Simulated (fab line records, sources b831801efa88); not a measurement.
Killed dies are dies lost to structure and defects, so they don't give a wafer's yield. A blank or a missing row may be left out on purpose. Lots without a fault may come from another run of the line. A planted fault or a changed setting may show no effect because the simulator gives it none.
One fault seen from 2 desks | flow sky130 | each desk has only its own numbers; what lay behind them comes last

THE METROLOGY DESK
What the gauges read, lot by lot, whatever tool the lot ran on: means of the sampled wafers that have a number. A lot is out of limits, marked OUT, if its mean lies more than 4 standard deviations from the usual mean; the brackets give that distance.
Columns: A = cd_nm at SKY_SD_N_CD_MEAS_07, usual 380.9 nm; B = LOCAL_INTERCONNECT_TIN_RS at SKY_LOCAL_INTERCONNECT_RS_MEAS_01, usual 14.09 ohm/sq; C = LOCAL_INTERCONNECT_TIN_THK at SKY_LOCAL_INTERCONNECT_THK_MEAS_02, usual 98.4 nm
lot  | first seen here | A     | B                       | C
L230 | day 27 14:36    | 383.4 | 14.21                   | 98.2
L233 | day 29 11:45    | 380.1 | 14.05                   | 99.3
L234 | day 29 14:32    | 382.4 | 14.08                   | 97.7
L235 | day 30 03:29    | 378.0 | 14.24                   | 97.1
L237 | day 30 16:17    | 377.3 | 13.89                   | 99.3
L239 | day 31 07:05    | 382.7 | 14.19                   | 97.2
L243 | day 32 04:52    | 382.2 | 13.81                   | 100.7
L246 | day 33 07:11    | 383.8 | 30.82 (+99 or more) OUT | 58.2 (-37) OUT
L251 | day 35 13:15    | 381.5 | 14.21                   | 97.5
L252 | day 35 16:16    | 382.8 | 13.95                   | 99.8
This desk's finding: out of limits on L246; first on L246, day 34 11:43 (LOCAL_INTERCONNECT_TIN_RS at SKY_LOCAL_INTERCONNECT_RS_MEAS_01). In limits: L230, L233, L234, L235, L237, L239, L243, L251, L252.

THE TOOL OWNER'S DESK: pvd_sputter-02
The tool's own readings at SKY_LOCAL_INTERCONNECT_SPUTTER_00 (material TiN, target thk 100 nm, time 83.3 s): means of the sampled wafers that have a number, for each lot that ran on this tool. A lot is out of limits, marked OUT, if its mean lies more than 4 standard deviations from the usual mean; the brackets give that distance.
Columns: A = throttle_valve_pct at SKY_LOCAL_INTERCONNECT_SPUTTER_00, usual 30.0 %
lot  | first seen here | A
L230 | day 28 22:51    | 31.7
L235 | day 31 07:11    | 30.3
L239 | day 32 13:32    | 30.6
L246 | day 34 11:37    | 30.0
This desk's finding: nothing out of limits on any of the 4 lots.

PUT TOGETHER
The metrology desk could have raised an alarm at day 34 11:43, on L246.
The tool owner's desk saw nothing out of limits.
The tool owner's desk has L246 on record, within its limits.
Of the lots named, all ran SKY_LOCAL_INTERCONNECT_SPUTTER_00 on pvd_sputter-02.

WHAT THE SIMULATOR HAD PUT IN
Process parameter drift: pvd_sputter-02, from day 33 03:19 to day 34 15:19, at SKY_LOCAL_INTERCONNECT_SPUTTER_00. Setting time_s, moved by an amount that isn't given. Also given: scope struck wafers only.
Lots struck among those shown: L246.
Hours from the fault's start to each desk's first reading out of limits: the metrology desk, 32.
